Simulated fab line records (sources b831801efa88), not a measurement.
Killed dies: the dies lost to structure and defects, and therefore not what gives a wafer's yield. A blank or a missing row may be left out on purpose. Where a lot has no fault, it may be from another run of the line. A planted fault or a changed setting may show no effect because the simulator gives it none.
The tool behind it: which one?    flow sfqLine    14 lots, 42 wafers sampled, at 2 steps of a route of 325

WHAT THE GAUGES READ, wafer by wafer
The record lacks any reading of a measuring or inspecting step that a usual standard deviation could be used to judge.

EACH LOT AND THE TOOL THAT RAN IT (in order: tool; ch and the chambers of the sampled wafers; start)
lot   SFQ_TRILAYER_I4_VIA_LITHO_COAT_108  SFQ_TRILAYER_I4_VIA_BARC_OPEN_VIA_ETCH_146
L466  lithoTrack-03 ch 0, day 40 05:47    rieDiel-02 ch 1,2,3, day 46 14:07
L468  lithoTrack-03 ch 0, day 41 12:32    rieDiel-04 ch 1,2, day 47 06:55
L470  lithoTrack-03 ch 0, day 41 20:19    rieDiel-03 ch 1,3, day 47 12:55
L471  lithoTrack-02 ch 0, day 43 11:07    rieDiel-04 ch 0,1,2, day 49 10:28
L472  lithoTrack-01 ch 0, day 45 16:38    rieDiel-03 ch 0,1,2, day 51 14:19
L473  lithoTrack-01 ch 0, day 46 01:38    rieDiel-03 ch 1,2, day 51 22:43
L474  lithoTrack-02 ch 0, day 46 12:58    rieDiel-02 ch 0,3, day 52 10:43
L481  lithoTrack-01 ch 0, day 48 14:11    rieDiel-03 ch 1,2, day 54 02:43
L482  lithoTrack-01 ch 0, day 49 06:19    rieDiel-02 ch 0,2,3, day 54 14:43
L483  lithoTrack-02 ch 0, day 49 18:19    rieDiel-02 ch 0,3, day 55 00:19
L484  lithoTrack-03 ch 0, day 49 22:35    rieDiel-02 ch 1,2, day 55 03:55
L486  lithoTrack-03 ch 0, day 50 21:19    rieDiel-03 ch 0,1,2, day 56 00:05
L487  lithoTrack-03 ch 0, day 51 03:22    rieDiel-03 ch 0,1, day 56 03:41
L489  lithoTrack-02 ch 0, day 51 09:25    rieDiel-03 ch 0,1,2, day 56 08:30
- SFQ_TRILAYER_I4_VIA_LITHO_COAT_108: resist thk 62 nm.
- SFQ_TRILAYER_I4_VIA_BARC_OPEN_VIA_ETCH_146: etches BARC in O2, target depth 125 nm, time 41.7 s.

WHAT THE TOOLS THEMSELVES READ (means of the sampled wafers that have a number; where no wafer has one, the mark that the record gives instead)
SFQ_TRILAYER_I4_VIA_LITHO_COAT_108. Usual: 23.02 C for resistLineTempC, sd 0.12.
lot   tool           resistLineTempC (C)  flag
L466  lithoTrack-03  23.16                
L468  lithoTrack-03  22.96                
L470  lithoTrack-03  23.12                
L471  lithoTrack-02  23.07                
L472  lithoTrack-01  23.11                
L473  lithoTrack-01  22.91                
L474  lithoTrack-02  22.98                
L481  lithoTrack-01  22.90                
L482  lithoTrack-01  23.11                
L483  lithoTrack-02  23.12                
L484  lithoTrack-03  22.89                
L486  lithoTrack-03  22.93                
L487  lithoTrack-03  23.16                
L489  lithoTrack-02  23.15                

SFQ_TRILAYER_I4_VIA_BARC_OPEN_VIA_ETCH_146. Usual: biasW 79.95 W, standard deviation 0.24; drypumpMotorCurrentA 5.6 A, standard deviation 0.41; oesProductAu 0.685 a.u., standard deviation 0.0044; rfFwdPowerW 494.0 W, standard deviation 2.2.
lot   tool        biasW (W)  drypumpMotorCurrentA (A)  oesProductAu (a.u.)  rfFwdPowerW (W)  flag
L466  rieDiel-02  79.76      5.3                       0.685                493.9            
L468  rieDiel-04  79.88      5.3                       0.690                494.9            
L470  rieDiel-03  80.24      5.6                       0.683                493.0            
L471  rieDiel-04  79.93      5.6                       0.688                493.8            
L472  rieDiel-03  79.87      5.7                       0.685                493.3            
L473  rieDiel-03  80.20      5.5                       0.685                494.1            
L474  rieDiel-02  80.29      5.7                       0.684                494.5            
L481  rieDiel-03  80.00      5.5                       0.673                494.4            
L482  rieDiel-02  79.97      5.8                       0.673                494.1            
L483  rieDiel-02  79.76      5.6                       0.688                495.3            
L484  rieDiel-02  79.97      5.4                       0.687                494.7            
L486  rieDiel-03  79.94      5.8                       0.686                493.8            
L487  rieDiel-03  80.11      6.0                       0.684                492.1            
L489  rieDiel-03  79.74      5.8                       0.687                493.3            

THE ANSWER, worked out from the rows above alone
Rule: a lot counts as off when the mean over its wafers that have a number is more than 3 standard deviations away from the usual mean. A lot without any number at a reading at which 4 lots or more have one is off too. Where the step has rows for the other lots, those lots are counted as sound. The gauges are gone through in route order, then the tools' own readings, and for those a lot's mean is taken as printed above. At the first step where some lot is off, the reading lying furthest off is the one used; lots without a number count as furthest.
No lot is off at any reading shown: from this, nothing can be told.

WHAT THE SIMULATOR HAD PUT IN
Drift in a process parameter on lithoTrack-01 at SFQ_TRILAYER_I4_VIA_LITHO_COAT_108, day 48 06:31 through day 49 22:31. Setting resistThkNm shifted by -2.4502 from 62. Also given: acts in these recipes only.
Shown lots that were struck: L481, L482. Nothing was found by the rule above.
